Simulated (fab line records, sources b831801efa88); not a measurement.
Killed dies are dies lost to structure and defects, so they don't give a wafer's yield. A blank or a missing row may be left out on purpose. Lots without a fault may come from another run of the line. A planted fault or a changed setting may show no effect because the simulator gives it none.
One fault seen from 2 desks | flow gf180mcu | each desk has only its own numbers; what lay behind them comes last

THE TOOL OWNER'S DESK: implanter-03
The tool's own readings at GF_LVPWELL_IMPLANT_09: means of the sampled wafers that have a number, for each lot that ran on this tool. A lot is out of limits, marked OUT, if its mean lies more than 4 standard deviations from the usual mean; the brackets give that distance.
Columns: A = dose_ions_cm2 at GF_LVPWELL_IMPLANT_09, usual 5.001e+12
lot  | first seen here | A
L415 | day 6 16:38     | 4.999e+12
L417 | day 7 02:16     | 5.006e+12
L419 | day 7 15:17     | 5.000e+12
This desk's finding: nothing out of limits on any of the 3 lots.

THE METROLOGY DESK
What the gauges read, lot by lot, whatever tool the lot ran on: means of the sampled wafers that have a number. A lot is out of limits, marked OUT, if its mean lies more than 4 standard deviations from the usual mean; the brackets give that distance.
Columns: A = VT_IMPLANT_4_TW at GF_VT_IMPLANT_TW_MEAS_43, usual 689; B = MVSD_RS at GF_VT_IMPLANT_RS_MEAS_46, usual 456.1 ohm/sq; C = LVPWELL_RS at GF_VT_IMPLANT_RS_MEAS_48, usual 1196 ohm/sq
lot  | first seen here | A   | B     | C
L403 | day 7 12:25     | 680 | 455.8 | 1199
L404 | day 7 19:14     | 682 | 456.7 | 1194
L405 | day 8 00:39     | 688 | 456.9 | 1194
L406 | day 8 10:44     | 695 | 455.8 | 1195
L407 | day 8 14:05     | 686 | 457.8 | 1195
L408 | day 8 21:44     | 687 | 457.0 | 1197
L409 | day 9 04:34     | 682 | 455.4 | 1193
L415 | day 10 21:31    | 692 | 457.1 | 1217 (+6.8) OUT
L417 | day 11 08:52    | 688 | 455.5 | 1244 (+15) OUT
L418 | day 11 19:59    | 692 | 456.3 | 1203
L419 | day 11 23:51    | 682 | 456.2 | 1218 (+7.3) OUT
L420 | day 12 05:45    | 683 | 456.0 | 1194
L421 | day 12 12:41    | 684 | 455.4 | 1195
L422 | day 12 20:18    | 697 | 454.5 | 1194
L426 | day 13 23:47    | 693 | 455.6 | 1193
This desk's finding: out of limits on L415, L417, L419; first on L415, day 10 21:59 (LVPWELL_RS at GF_VT_IMPLANT_RS_MEAS_48). In limits: L403, L404, L405, L406, L407, L408, L409, L418, L420, L421, L422, L426.

PUT TOGETHER
The metrology desk could have raised an alarm at day 10 21:59, on L415, L417, L419.
The tool owner's desk saw nothing out of limits.
The tool owner's desk has L415, L417, L419 on record, within its limits.
Of the lots named, all ran GF_LVPWELL_IMPLANT_09 on implanter-03.

WHAT THE SIMULATOR HAD PUT IN
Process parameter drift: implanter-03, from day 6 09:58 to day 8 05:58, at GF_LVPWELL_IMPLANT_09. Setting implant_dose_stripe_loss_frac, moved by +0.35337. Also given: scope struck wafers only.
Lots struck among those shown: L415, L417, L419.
Hours from the fault's start to each desk's first reading out of limits: the metrology desk, 108.
